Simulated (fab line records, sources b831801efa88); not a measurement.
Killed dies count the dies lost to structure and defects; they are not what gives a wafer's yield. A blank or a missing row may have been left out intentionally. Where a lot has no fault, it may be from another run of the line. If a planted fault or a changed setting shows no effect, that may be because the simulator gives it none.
fab line records | flow sky130
record lots=6 wafers=18 last-day=50
route steps=708 shown METAL3@556 PAD_OPEN@708
lots with no fault: from the same line, run without faults
start-h: hours from the record's opening day to when the first of the lot's shown wafers began | wait-h: hours elapsed since this lot's preceding step | " unchanged from the row above | L1.1+2: one row covering several wafers at once | - no value, or no start was given | * or withheld: withheld | < > ~ a bound
route shown NAME@n: a module of which the file shows steps, and the number in the route of the first | usual: mean and standard deviation over wafers with no fault | same: alike in all rows | chamber/n: place in a boat | sites: the reading at each site | _std_site: the values' standard deviation | _edge_site: inner sites' mean taken away from outer sites' mean | radius-mm: how far each site lies from the wafer's centre | mask NAME#n: copy n | behind: the last tool/chamber to shape the wafer | hold: reason for holding the lot/hours on hold/outcome of the hold | device: which transistor (n, p or np) failed to switch | end of line: the tests these same wafers got at the end of their route | a step without rows: its recipe alone | killed: count of dies lost to structure and defects at first sort (not the wafer's yield) | map: a wafer's dies, marking killed ones x, the rest . and places with no die _
set.NAME: the setting the step ran with; set.NAME@STEP: the setting that earlier step ran with | model.NAME: the simulator's own value behind a step, which no gauge read
certain route steps with their lots: each step a table, each wafer a row
services: a tool's chamber out of use, with start hour (start-h, from the record's first day; less than 0 if before it), hours out, and reason
## steps
# step SKY_METAL3_HMDS_06
# recipe prime-time-s=60 prime-temp-c=120
# step SKY_METAL3_COAT_07
# recipe resist=BARC temp-c=withheld time-s=withheld spin-rpm=3000 resist-thk-nm=60
# step SKY_METAL3_COAT_08
# recipe resist=KrF-thick spin-rpm=3000 resist-thk-nm=1140
# step SKY_METAL3_SOFTBAKE_09
# recipe temp-c=100 time-s=90 resist=KrF-thick
# step SKY_METAL3_EXPOSE_10
# recipe mask-id=MM3 na=0.68 source-shape=annular sigma-inner=0.4 sigma-outer=0.8 target-cd-nm=300 dose-mj=28
# step SKY_METAL3_PEB_11
# recipe peb-temp-c=withheld peb-time-s=withheld resist=KrF-thick
# step SKY_METAL3_DEVELOP_12
# recipe develop-time-s=60 resist=KrF-thick dev-temp-c=21
# step SKY_METAL3_CD_MEAS_13
# recipe target-cd-nm=300
# usual cd-nm=299.7/1.4
# columns lot.wafer tool chamber start-h wait-h cd-nm
L234.1 cd-sem-02 - 901.08 - 301.2
L234.2 " - " " 301.4
L234.6 " - " " 300.7
L235.1 cd-sem-02 - 905.75 - 300.6
L235.2 " - " " 298.3
L235.4 " - " " 300.4
L247.3 cd-sem-01 - 992.91 - 301.0
L247.4 " - " " 300.0
L247.5 " - " " 298.4
L248.2 cd-sem-01 - 1001.75 - 301.3
L248.3 " - " " 301.4
L248.4 " - " " 302.3
L251.2 cd-sem-02 - 1022.47 - 300.1
L251.3 " - " " 299.4
L251.4 " - " " 300.9
L257.1 cd-sem-01 - 1056.85 - 301.2
L257.4 " - " " 300.3
L257.5 " - " " 299.6
# step SKY_METAL3_OVL_MEAS_14
# usual METAL3_OVL=3/5.1
# columns lot.wafer tool chamber start-h wait-h METAL3_OVL[nm]
L234.1 overlay-01 - 901.20 0.1 15
L234.2 " - " " 9
L234.6 " - " " 8
L235.1 overlay-01 - 905.87 0.1 7
L235.2 " - " " 6
L235.4 " - " " 11
L247.3 overlay-02 - 993.01 0.1 4
L247.4 " - " " 0
L247.5 " - " " -5
L248.2 overlay-01 - 1001.86 0.1 5
L248.3 " - " " 8
L248.4 " - " " 2
L251.2 overlay-01 - 1022.58 0.1 10
L251.3 " - " " 4
L251.4 " - " " 3
L257.1 overlay-01 - 1056.97 0.1 -3
L257.4 " - " " 1
L257.5 " - " " -3
# step SKY_METAL3_DESCUM_15
# recipe chemistry=O2 source-power-w=150 bias-power-w=0 pressure-mtorr=10 temp-c=40 time-s=8
# usual drypump-motor-current-A=5.7/0.31 oes-product-au=1.002/0.0096
# columns lot.wafer tool chamber start-h wait-h drypump-motor-current-A oes-product-au rf-hours-counter-h
L234.1 rie-metal-02 1 901.24 0.0 5.8 1.012 11
L234.2 " 0 " " 5.5 0.992 2
L234.6 " 1 " " 5.8 0.999 -
L235.1 rie-metal-02 1 905.91 0.0 5.8 1.003 11
L235.2 " 0 " " 5.4 0.986 2
L235.4 " 1 " " 5.8 1.010 -
L247.3 rie-metal-01 1 993.04 0.0 5.4 0.998 -
L247.4 " 0 " " 5.7 1.003 -
L247.5 " 1 " " 5.4 0.993 -
L248.2 rie-metal-01 1 1001.89 0.0 5.5 1.005 17
L248.3 " 1 " " 5.5 1.000 -
L248.4 " 0 " " 5.7 1.003 -
L251.2 rie-metal-02 1 1022.61 0.0 5.8 1.013 18
L251.3 " 0 " " 5.4 0.985 -
L251.4 " 1 " " 5.9 1.010 -
L257.1 rie-metal-02 0 1057.01 0.0 5.4 0.991 11
L257.4 " 0 " " 5.5 0.978 -
L257.5 " 1 " " 5.8 1.009 -
# step SKY_METAL3_ETCH_16
# recipe chemistry=N2/H2 target=BARC ion-energy-ev=200 bias-w=100 pressure-mtorr=30 n2-flow-sccm=100 h2-flow-sccm=200 icp-w=500 stop-on=SiO2 time-s=88.2 target-depth-a=600
# usual drypump-motor-current-A=5.7/0.3 h2-flow-sccm=200.0/0.58 oes-product-au=0.626/0.0046 throttle-valve-pct=13.206/0.0095
# columns lot.wafer tool chamber start-h wait-h drypump-motor-current-A h2-flow-sccm oes-product-au rf-hours-counter-h throttle-valve-pct
L234.1 rie-metal-02 1 901.27 0.0 5.8 200.4 0.627 11 13.227
L234.2 " 0 " " 5.5 199.3 0.625 2 13.213
L234.6 " 1 " " 5.8 200.1 0.626 - 13.195
L235.1 rie-metal-02 1 905.94 0.0 5.8 199.8 0.614 11 13.184
L235.2 " 0 " " 5.5 200.0 0.630 2 13.203
L235.4 " 1 " " 5.9 199.7 0.621 - 13.210
L247.3 rie-metal-01 1 993.10 0.0 5.5 200.8 0.629 - 13.209
L247.4 " 0 " " 5.7 199.5 0.625 - 13.214
L247.5 " 1 " " 5.4 200.0 0.631 - 13.222
L248.2 rie-metal-01 1 1001.92 0.0 5.5 199.2 0.622 17 13.207
L248.3 " 1 " " 5.5 200.1 0.622 - 13.205
L248.4 " 0 " " 5.7 200.3 0.622 - 13.203
L251.2 rie-metal-02 1 1022.64 0.0 5.9 200.0 0.628 18 13.202
L251.3 " 0 " " 5.5 200.5 0.624 - 13.206
L251.4 " 1 " " 5.8 199.7 0.624 - 13.217
L257.1 rie-metal-02 0 1057.04 0.0 5.4 201.1 0.631 11 13.199
L257.4 " 0 " " 5.4 199.4 0.623 - 13.206
L257.5 " 1 " " 5.8 199.1 0.626 - 13.200
# step SKY_METAL3_ETCH_17
# recipe target=SiO2 stop-on=TiN chemistry=C4F8/O2/Ar source-w=1500 bias-w=1200 pressure-mtorr=40 c4f8-flow-sccm=withheld O2_flow_sccm=6 Ar_flow_sccm=300 time-s=3.9 target-depth-a=150
# usual oes-product-au=0.755/0.0067
# columns lot.wafer tool chamber start-h wait-h oes-product-au rf-hours-counter-h
L234.1 rie-diel-04 3 901.37 0.1 0.758 8
L234.2 " 2 " " 0.766 1
L234.6 " 1 " " 0.761 -
L235.1 rie-diel-01 0 906.04 0.1 0.760 26
L235.2 " 3 " " 0.751 15
L235.4 " 1 " " 0.761 26
L247.3 rie-diel-04 3 993.16 0.0 0.749 10
L247.4 " 3 " " 0.753 -
L247.5 " 0 " " 0.753 -
L248.2 rie-diel-04 3 1002.02 0.1 0.752 11
L248.3 " 0 " " 0.764 9
L248.4 " 1 " " 0.766 -
L251.2 rie-diel-02 3 1022.74 0.1 0.753 14
L251.3 " 2 " " 0.741 19
L251.4 " 1 " " 0.752 17
L257.1 rie-diel-01 3 1057.14 0.1 0.753 19
L257.4 " 1 " " 0.763 0
L257.5 " 0 " " 0.751 -
# step SKY_METAL3_METAL_ETCH_18
# recipe target-depth-a=8450 stop-on=SiO2 over-etch-frac=0.3 time-s=183.1 chemistry=Cl2/BCl3 resist-sidewall-deg=88 pressure-mtorr=10 icp-w=900 bias-w=48.5 Cl2_flow_sccm=60 bcl3-flow-sccm=30
# usual drypump-motor-current-A=5.7/0.35 mfc-cl2-sccm=60.01/0.18 oes-product-au=0.863/0.0064 throttle-valve-pct=22.264/0.0097
# columns lot.wafer tool chamber start-h wait-h drypump-motor-current-A mfc-cl2-sccm oes-product-au rf-hours-counter-h throttle-valve-pct model.KrF-thick_of_METAL3_COAT_08.thk-nm model.METAL3.feature-depth-nm model.etch.depth-nm
L234.1 rie-metal-04 1 901.39 0.0 6.4 60.04 0.862 2 22.258 521.8 863.9 863.9
L234.2 " 0 " " 5.5 60.00 0.866 7 22.266 525.6 863.2 863.2
L234.6 " 0 " " 5.5 59.96 0.870 - 22.265 524.5 868.1 868.1
L235.1 rie-metal-01 0 906.06 0.0 5.7 60.18 0.860 16 22.269 516.7 849 849
L235.2 " 1 " " 5.4 60.17 0.865 11 22.268 525.5 863.2 863.2
L235.4 " 0 " " 5.7 60.01 0.854 - 22.265 524.3 854.1 854.1
L247.3 rie-metal-02 0 993.24 0.1 5.4 59.94 0.834 - 22.262 676.1 795 795
L247.4 " 1 " " 5.8 60.12 0.847 - 22.265 658.7 829 829
L247.5 " 1 " " 5.8 60.10 0.847 - 22.243 657.7 829.1 829.1
L248.2 rie-metal-02 1 1002.04 0.0 5.8 59.99 0.841 17 22.255 670.6 825 825
L248.3 " 1 " " 5.8 60.19 0.838 - 22.246 668.6 819 819
L248.4 " 0 " " 5.4 60.24 0.831 - 22.262 682.8 793.4 793.4
L251.2 rie-metal-04 0 1022.76 0.0 5.5 60.03 0.869 12 22.269 533.1 860.9 860.9
L251.3 " 0 " " 5.5 60.11 0.868 - 22.280 530.9 865.1 865.1
L251.4 " 1 " " 6.4 59.93 0.863 - 22.275 533 858.9 858.9
L257.1 rie-metal-04 0 1057.16 0.0 5.5 59.83 0.854 14 22.248 526.4 851 851
L257.4 " 0 " " 5.5 59.90 0.860 - 22.267 518.8 848.5 848.5
L257.5 " 0 " " 5.5 60.00 0.857 - 22.276 519 846.8 846.8
# step SKY_METAL3_STRIP_19
# recipe chemistry=O2/N2 power-w=1400 pressure-mtorr=1500 platen-temp-c=withheld o2-flow-sccm=3000 n2-flow-sccm=300 overash-fraction=0.5
# usual drypump-motor-current-A=5.8/0.34 oes-product-au=0.501/0.0061 strip-time-to-endpoint-s=6.50/0.067
# columns lot.wafer tool chamber start-h wait-h drypump-motor-current-A oes-product-au rf-hours-counter-h strip-time-to-endpoint-s
L234.1 plasma-asher-01 1 901.57 0.1 6.3 0.502 110 6.48
L234.2 " 0 " " 5.5 0.501 110 6.52
L234.6 " 1 " " 6.2 0.507 - 6.51
L235.1 plasma-asher-01 0 906.24 0.1 5.5 0.489 111 6.43
L235.2 " 1 " " 6.2 0.505 111 6.53
L235.4 " 1 " " 6.2 0.501 - 6.51
L247.3 plasma-asher-03 1 993.39 0.1 5.2 0.559 - 8.01
L247.4 " 0 " " 5.9 0.552 - 7.82
L247.5 " 0 " " 5.9 0.555 - 7.82
L248.2 plasma-asher-04 0 1002.22 0.1 5.7 0.554 27 7.95
L248.3 " 1 " " 6.1 0.552 - 7.93
L248.4 " 0 " " 5.7 0.561 - 8.09
L251.2 plasma-asher-03 0 1022.94 0.1 5.9 0.507 84 6.61
L251.3 " 0 " " 5.9 0.499 - 6.57
L251.4 " 1 " " 5.3 0.509 - 6.59
L257.1 plasma-asher-04 1 1057.34 0.1 6.1 0.503 32 6.51
L257.4 " 1 " " 6.1 0.494 - 6.44
L257.5 " 0 " " 5.7 0.497 - 6.45
# step SKY_METAL3_STRIP_20
# recipe chemistry=post-etch-residue-remover time-s=1200 temp-c=72.5
# step SKY_PAD_OPEN_PROBE_99
# usual defect-limited-yield=82.8/1.8 killed_at_M0_to_M3=43/6.3 killed_at_M4_up=3.1/1.9 killed-at-contacts=24/5.1 killed-at-front-end=14/4.3 killed-at-other=0.3/0.53 killed-dies=85/8.8 killed-on-rim=17/3.9 killed-open=46/7.1 killed-short=38/5.9 sort_bin_3_pad_short=0.8/0.41 sort_bin_5_function=10.4/1.5 sort_bin_6_memory=6.1/1.1 sort-n-pass=407/8.8 sort-yield-pct=82.8/1.8
# same gross-dies=492 killed-at-back-side=0 sort_bin_4_leakage[%]=0 sort_bin_8_speed[%]=0
# columns lot.wafer tool chamber start-h wait-h defect-limited-yield[%] killed_at_M0_to_M3 killed_at_M4_up killed-at-contacts killed-at-front-end killed-at-other killed-dies killed-on-rim killed-open killed-short sort_bin_3_pad_short[%] sort_bin_5_function[%] sort_bin_6_memory[%] sort-n-pass sort-yield-pct[%]
L234.1 prober-01 - 1073.83 0.1 81.5 46 0 28 17 0 91 12 59 30 0.6 11.6 6.3 401 81.5
L234.2 prober-01 - 1073.88 0.1 82.7 41 8 20 16 0 85 12 45 40 1.2 8.9 7.1 407 82.7
L234.6 prober-01 - 1074.08 0.2 85.0 43 1 22 8 0 74 23 43 29 0.4 10.0 4.7 418 85.0
L235.1 prober-02 - 1078.78 0.1 86.0 32 2 18 17 0 69 13 39 30 0.2 8.3 5.5 423 86.0
L235.2 prober-02 - 1078.83 0.1 83.1 52 2 20 9 0 83 17 49 34 1.4 9.8 5.7 409 83.1
L235.4 prober-02 - 1078.93 0.2 86.4 36 1 19 11 0 67 14 34 33 0.4 7.1 6.1 425 86.4
L247.3 prober-02 - 1148.48 0.2 0 460 0 24 8 0 492 96 37 32 0.2 94.7 5.1 0 0
L247.4 prober-02 - 1148.53 0.2 1.4 440 4 31 10 0 485 94 44 38 0.6 91.7 6.3 7 1.4
L247.5 prober-02 - 1148.58 0.2 2.8 428 4 25 20 1 478 89 49 41 1.4 90.2 5.5 14 2.8
L248.2 prober-01 - 1157.05 0.1 3.3 437 2 23 13 1 476 90 38 33 0.4 91.1 5.3 16 3.3
L248.3 prober-01 - 1157.10 0.2 0.6 445 4 28 12 0 489 95 51 36 1.0 91.5 6.9 3 0.6
L248.4 prober-01 - 1157.15 0.2 0 451 1 25 14 1 492 96 48 31 0.8 94.1 5.1 0 0
L251.2 prober-02 - 1172.60 0.1 81.3 42 1 28 20 1 92 18 44 48 1.0 13.2 4.5 400 81.3
L251.3 prober-02 - 1172.65 0.2 81.1 41 4 30 18 0 93 16 60 33 0.4 8.9 9.6 399 81.1
L251.4 prober-02 - 1172.70 0.2 82.1 45 3 26 14 0 88 14 48 40 0.4 11.0 6.5 404 82.1
# killed by level:class
L234.1 CONTACT:geometric-particle:open=12 VIA1:geometric-particle:open=11 LI_CONTACT:geometric-particle:open=9 VIA3:geometric-particle:open=9 FIELD_ISO:geometric-particle:open=6 LOCAL_INTERCONNECT:geometric-particle:short=6 METAL1:geometric-particle:short=6 VIA1:geometric-particle:short=6
L234.2 VIA1:geometric-particle:open=13 CONTACT:geometric-particle:open=9 FIELD_ISO:geometric-particle:short=6 CONTACT:geometric-particle:short=5 VIA2:geometric-particle:open=4 METAL1:geometric-particle:short=4 METAL2:geometric-particle:short=4 VIA3:geometric-particle:open=4
L234.6 VIA1:geometric-particle:open=17 CONTACT:geometric-particle:open=10 LI_CONTACT:geometric-particle:open=6 VIA1:geometric-particle:short=5 METAL2:geometric-particle:short=5 METAL1:geometric-particle:short=4 FIELD_ISO:geometric-particle:open=3 VIA3:geometric-particle:short=3
L235.1 FIELD_ISO:geometric-particle:open=10 VIA1:geometric-particle:open=8 VIA3:geometric-particle:open=8 CONTACT:geometric-particle:short=6 METAL1:geometric-particle:short=5 LI_CONTACT:geometric-particle:open=5 FIELD_ISO:geometric-particle:short=4 METAL2:geometric-particle:short=4
L235.2 VIA1:geometric-particle:open=15 LI_CONTACT:geometric-particle:open=11 VIA3:geometric-particle:open=7 VIA1:geometric-particle:short=7 METAL3:geometric-particle:short=5 FIELD_ISO:geometric-particle:open=4 CONTACT:geometric-particle:short=4 CONTACT:geometric-particle:open=4
L235.4 CONTACT:geometric-particle:short=9 METAL2:geometric-particle:short=7 VIA1:geometric-particle:open=6 FIELD_ISO:geometric-particle:open=5 CONTACT:geometric-particle:open=5 FIELD_ISO:geometric-particle:short=4 METAL1:geometric-particle:open=4 VIA1:geometric-particle:short=4
L247.3 METAL3:area-etch=422 VIA1:geometric-particle:open=11 CONTACT:geometric-particle:open=10 LI_CONTACT:geometric-particle:open=5 METAL2:geometric-particle:short=5 VIA3:geometric-particle:open=5 CONTACT:geometric-particle:short=4 METAL1:geometric-particle:short=4
L247.4 METAL3:area-etch=403 CONTACT:geometric-particle:open=13 METAL2:geometric-particle:short=8 CONTACT:geometric-particle:short=7 VIA2:geometric-particle:open=7 LI_CONTACT:geometric-particle:open=6 VIA1:geometric-particle:open=5 METAL4:geometric-particle:short=4
L247.5 METAL3:area-etch=388 VIA1:geometric-particle:open=11 CONTACT:geometric-particle:open=9 FIELD_ISO:geometric-particle:open=7 POLY_GATE:geometric-particle:short=6 LOCAL_INTERCONNECT:geometric-particle:short=6 CONTACT:geometric-particle:short=5 LI_CONTACT:geometric-particle:open=5
L248.2 METAL3:area-etch=404 LOCAL_INTERCONNECT:geometric-particle:short=8 VIA1:geometric-particle:open=6 VIA3:geometric-particle:open=6 CONTACT:geometric-particle:open=6 METAL1:geometric-particle:short=6 LI_CONTACT:geometric-particle:open=5 VIA2:geometric-particle:open=5
L248.3 METAL3:area-etch=402 VIA1:geometric-particle:open=13 LI_CONTACT:geometric-particle:open=10 CONTACT:geometric-particle:open=9 VIA3:geometric-particle:open=8 VIA3:geometric-particle:short=5 METAL1:geometric-particle:short=4 METAL4:geometric-particle:short=4
L248.4 METAL3:area-etch=413 VIA1:geometric-particle:open=9 CONTACT:geometric-particle:open=9 LI_CONTACT:geometric-particle:open=8 VIA3:geometric-particle:open=6 FIELD_ISO:geometric-particle:open=5 LOCAL_INTERCONNECT:geometric-particle:short=5 POLY_GATE:geometric-particle:short=4
L251.2 VIA1:geometric-particle:open=14 CONTACT:geometric-particle:open=10 METAL1:geometric-particle:short=9 FIELD_ISO:geometric-particle:short=8 LI_CONTACT:geometric-particle:open=5 LOCAL_INTERCONNECT:geometric-particle:short=5 CONTACT:geometric-particle:short=5 POLY_GATE:geometric-particle:short=4
L251.3 CONTACT:geometric-particle:open=11 LI_CONTACT:geometric-particle:open=10 VIA1:geometric-particle:open=10 VIA3:geometric-particle:open=10 FIELD_ISO:geometric-particle:short=5 VIA1:geometric-particle:short=5 FIELD_ISO:geometric-particle:open=4 LOCAL_INTERCONNECT:geometric-particle:short=4
L251.4 VIA1:geometric-particle:open=11 VIA2:geometric-particle:open=9 VIA3:geometric-particle:open=7 LI_CONTACT:geometric-particle:open=7 CONTACT:geometric-particle:short=6 CONTACT:geometric-particle:open=5 LOCAL_INTERCONNECT:geometric-particle:short=4 VIA3:geometric-particle:short=4
# map L247.3 (x killed, . not)
__________xxxxxxxxxx_________
________xxxxxxxxxxxxxx_______
______xxxxxxxxxxxxxxxxxx_____
_____xxxxxxxxxxxxxxxxxxxx____
____xxxxxxxxxxxxxxxxxxxxxx___
___xxxxxxxxxxxxxxxxxxxxxxxx__
__xxxxxxxxxxxxxxxxxxxxxxxxxx_
_xxxxxxxxxxxxxxxxxxxxxxxxxxxx
_xxxxxxxxxxxxxxxxxxxxxxxxxxxx
_xxxxxxxxxxxxxxxxxxxxxxxxxxxx
_xxxxxxxxxxxxxxxxxxxxxxxxxxxx
_xxxxxxxxxxxxxxxxxxxxxxxxxxxx
_xxxxxxxxxxxxxxxxxxxxxxxxxxxx
_xxxxxxxxxxxxxxxxxxxxxxxxxxxx
_xxxxxxxxxxxxxxxxxxxxxxxxxxxx
__xxxxxxxxxxxxxxxxxxxxxxxxxx_
___xxxxxxxxxxxxxxxxxxxxxxxx__
____xxxxxxxxxxxxxxxxxxxxxx___
_____xxxxxxxxxxxxxxxxxxxx____
______xxxxxxxxxxxxxxxxxx_____
________xxxxxxxxxxxxxx_______
__________xxxxxxxxxx_________
# map L248.4 (x killed, . not)
__________xxxxxxxxxx_________
________xxxxxxxxxxxxxx_______
______xxxxxxxxxxxxxxxxxx_____
_____xxxxxxxxxxxxxxxxxxxx____
____xxxxxxxxxxxxxxxxxxxxxx___
___xxxxxxxxxxxxxxxxxxxxxxxx__
__xxxxxxxxxxxxxxxxxxxxxxxxxx_
_xxxxxxxxxxxxxxxxxxxxxxxxxxxx
_xxxxxxxxxxxxxxxxxxxxxxxxxxxx
_xxxxxxxxxxxxxxxxxxxxxxxxxxxx
_xxxxxxxxxxxxxxxxxxxxxxxxxxxx
_xxxxxxxxxxxxxxxxxxxxxxxxxxxx
_xxxxxxxxxxxxxxxxxxxxxxxxxxxx
_xxxxxxxxxxxxxxxxxxxxxxxxxxxx
_xxxxxxxxxxxxxxxxxxxxxxxxxxxx
__xxxxxxxxxxxxxxxxxxxxxxxxxx_
___xxxxxxxxxxxxxxxxxxxxxxxx__
____xxxxxxxxxxxxxxxxxxxxxx___
_____xxxxxxxxxxxxxxxxxxxx____
______xxxxxxxxxxxxxxxxxx_____
________xxxxxxxxxxxxxx_______
__________xxxxxxxxxx_________
## services
# columns tool chamber start-h hours kind
plasma-asher-03 - 877.48 1.0 repair
rie-diel-04 0 880.77 4.7 repair
rie-diel-04 3 898.14 1.9 repair
plasma-asher-03 - 907.12 14.6 pm
rie-diel-02 1 907.24 4.4 repair
plasma-asher-01 - 917.81 11.4 repair
plasma-asher-03 - 922.11 4.3 repair
plasma-asher-03 - 950.70 0.7 repair
plasma-asher-04 - 953.76 2.8 pm
rie-diel-04 0 956.46 6.5 repair
plasma-asher-01 - 961.07 1.9 repair
rie-diel-04 2 961.79 48.2 repair
rie-diel-01 3 966.64 46.5 repair
rie-diel-04 1 975.80 12.0 repair
rie-metal-04 - 992.34 14.6 pm
rie-diel-01 - 993.07 14.6 pm
rie-diel-02 - 1001.26 2.8 pm
rie-diel-04 2 1013.74 34.3 repair
rie-metal-01 1 1014.26 18.6 repair
rie-diel-01 - 1027.35 0.9 repair
rie-metal-01 0 1032.87 - clean
rie-metal-01 - 1034.88 1.8 repair
rie-diel-04 - 1035.13 28.1 pm
plasma-asher-01 - 1055.25 9.0 pm
## key
first-sign step=SKY_METAL3_METAL_ETCH_18 reading=oes-product-au direction=down sigmas=3.7 usual=0.863 struck=0.840
effect step=SKY_METAL3_STRIP_19 reading=strip-time-to-endpoint-s direction=up sigmas=21 usual=* struck=*
effect step=SKY_PAD_OPEN_PROBE_99 reading=killed_at_M0_to_M3 direction=up sigmas=63 usual=43 struck=444
model-effect step=SKY_METAL3_METAL_ETCH_18 value=KrF-thick_of_METAL3_COAT_08.thk-nm without=521.6 struck=669.1
more-kills-born-at SKY_METAL3_METAL_ETCH_18@rie-metal-02=2432
met-at SKY_METAL3_METAL_ETCH_18
struck-wafers L247.3,L247.4,L247.5,L248.2,L248.3,L248.4
later-rows-left-out L247.3,L247.4,L247.5,L248.2,L248.3,L248.4
fault kind=process-parameter-drift tool=rie-metal-02 chamber=- onset-h=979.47 steps=SKY_METAL3_METAL_ETCH_18 channel=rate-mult offset=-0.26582 shape=step end-h=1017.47
# later-rows-left-out: the simulator's readings of these wafers behind a module that went badly wrong aren't trusted and aren't shown, but for the sort
